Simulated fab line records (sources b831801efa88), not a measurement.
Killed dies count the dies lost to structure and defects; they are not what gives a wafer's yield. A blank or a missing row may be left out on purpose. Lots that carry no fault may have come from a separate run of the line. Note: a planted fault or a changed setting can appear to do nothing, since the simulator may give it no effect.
Chamber matching :: flow sky130 :: 4 sister chambers for SKY_VIA3_CMP_24 on cmp-01
The step polishes, stops on SiO2, t overpolish 20 s, target thk 0 nm. 8 wafers are shown with their chamber, then 7 later ones without.

== WAFERS PAIRED WITH THEIR CHAMBERS ==
wafer: L473.2
chamber: 2
motor_current_A (A): 10.1
overpolish_run_s (s): 19.999

wafer: L477.2
chamber: 2
motor_current_A (A): 10.5
overpolish_run_s (s): 19.994

wafer: L477.5
chamber: 1
motor_current_A (A): 11.5
overpolish_run_s (s): 20.002

wafer: L478.3
chamber: 0
motor_current_A (A): 9.1
overpolish_run_s (s): 20.016

wafer: L478.4
chamber: 3
motor_current_A (A): 12.0
overpolish_run_s (s): 19.996

wafer: L478.5
chamber: 0
motor_current_A (A): 9.6
overpolish_run_s (s): 20.008

wafer: L481.1
chamber: 1
motor_current_A (A): 11.8
overpolish_run_s (s): 19.998

wafer: L481.2
chamber: 3
motor_current_A (A): 12.7
overpolish_run_s (s): 20.001

== WAFERS WITH NO CHAMBER GIVEN ==
wafer: L481.4
motor_current_A (A): 8.9
overpolish_run_s (s): 19.999

wafer: L490.4
motor_current_A (A): 11.4
overpolish_run_s (s): 20.007

wafer: L490.5
motor_current_A (A): 11.6
overpolish_run_s (s): 19.993

wafer: L490.6
motor_current_A (A): 10.4
overpolish_run_s (s): 19.998

wafer: L491.2
motor_current_A (A): 8.9
overpolish_run_s (s): 20.004

wafer: L491.4
motor_current_A (A): 11.5
overpolish_run_s (s): 20.000

wafer: L491.6
motor_current_A (A): 11.9
overpolish_run_s (s): 20.020

== EACH ONE'S CHAMBER ==
wafer: L481.4
from the rows above: can't be placed: 0 or 2
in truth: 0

wafer: L490.4
from the rows above: can't be placed: 1 or 3
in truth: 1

wafer: L490.5
from the rows above: can't be placed: 1 or 3
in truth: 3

wafer: L490.6
from the rows above: 2
in truth: 2

wafer: L491.2
from the rows above: 0
in truth: 0

wafer: L491.4
from the rows above: 1
in truth: 1

wafer: L491.6
from the rows above: can't be placed: 1 or 3
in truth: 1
3 of 7 placed correctly. These rows do not allow placing 4 (true chamber among the candidates in 4). 0 placed wrongly.
How it was worked out, from the rows above alone: a wafer's distance from a chamber is the root of the sum, over the readings, of the square of ((its reading less the chamber's mean) divided by the reading's scatter). If the next closest chamber is less than 2 further off than the closest, the wafer can't be placed; otherwise it belongs to the closest. The mean given for a chamber averages the wafers shown for that chamber. The scatter: take each reading less its chamber's mean, square it, sum over the shown wafers, divide by the number of wafers less the number of chambers, and take the root.
